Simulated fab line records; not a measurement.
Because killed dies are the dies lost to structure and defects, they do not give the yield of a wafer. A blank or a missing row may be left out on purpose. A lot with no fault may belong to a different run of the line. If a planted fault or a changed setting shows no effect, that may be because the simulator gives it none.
Which tool was responsible?    flow sky130    route of 708 steps, sampled at 1 step: 12 lots, 36 wafers

## WHAT THE GAUGES SHOWED, per wafer
SKY_LI_CONTACT_THK_MEAS_01.
lot   measured      on             LI_CONTACT_HDPCVD_THK (nm)
L619  day 27 16:58  film_metro-02  936 944 934
L620  day 27 21:34  film_metro-04  920 943 927
L623  day 29 14:27  film_metro-04  929 933 924
L624  day 29 16:01  film_metro-02  928 933 927
L626  day 30 07:28  film_metro-04  937 923 938
L628  day 31 02:51  film_metro-01  907 907 912
L632  day 32 07:01  film_metro-04  940 923 921
L634  day 32 19:50  film_metro-02  933 936 928
L640  day 34 15:46  film_metro-02  926 918 912
L639  day 34 18:56  film_metro-01  937 948 936
L641  day 34 22:08  film_metro-02  918 932 936
L642  day 35 10:08  film_metro-04  923 931 921

## WHICH TOOL RAN EACH LOT (tool, then ch and the chambers of the sampled wafers, then the start)
There is no process step in the record ahead of these readings.

## WHAT THE TOOLS THEMSELVES READ (means of the sampled wafers that have a number; where no wafer has one, the mark that the record gives instead)
The record holds no such reading with a usual standard deviation.

## THE ANSWER, worked out from the rows above alone
Rule: the lots themselves supply what counts as usual. Put in order of their means at a reading, lots are off if they are a third of the lots or fewer, leave a main group of 4 or more, and stand apart from it by a gap of 3 or more times the standard deviation of the main group's means; of several such gaps the widest counts. If all means in a main group match to the digits the tables above print for the reading, that group is not used. A lot without any number at a reading at which 4 lots or more have one is off too. Any other lot the step has rows for is counted as sound. Order of review: gauges by route order, followed by the tools' own readings, for which a lot's mean as printed above is used. The first step at which some lot is off is used, and at that step the reading that is off furthest; a lot without a number counts as furthest.
No lot is off at any reading shown: from this, nothing can be told.

## WHAT WAS PUT IN BY THE SIMULATOR
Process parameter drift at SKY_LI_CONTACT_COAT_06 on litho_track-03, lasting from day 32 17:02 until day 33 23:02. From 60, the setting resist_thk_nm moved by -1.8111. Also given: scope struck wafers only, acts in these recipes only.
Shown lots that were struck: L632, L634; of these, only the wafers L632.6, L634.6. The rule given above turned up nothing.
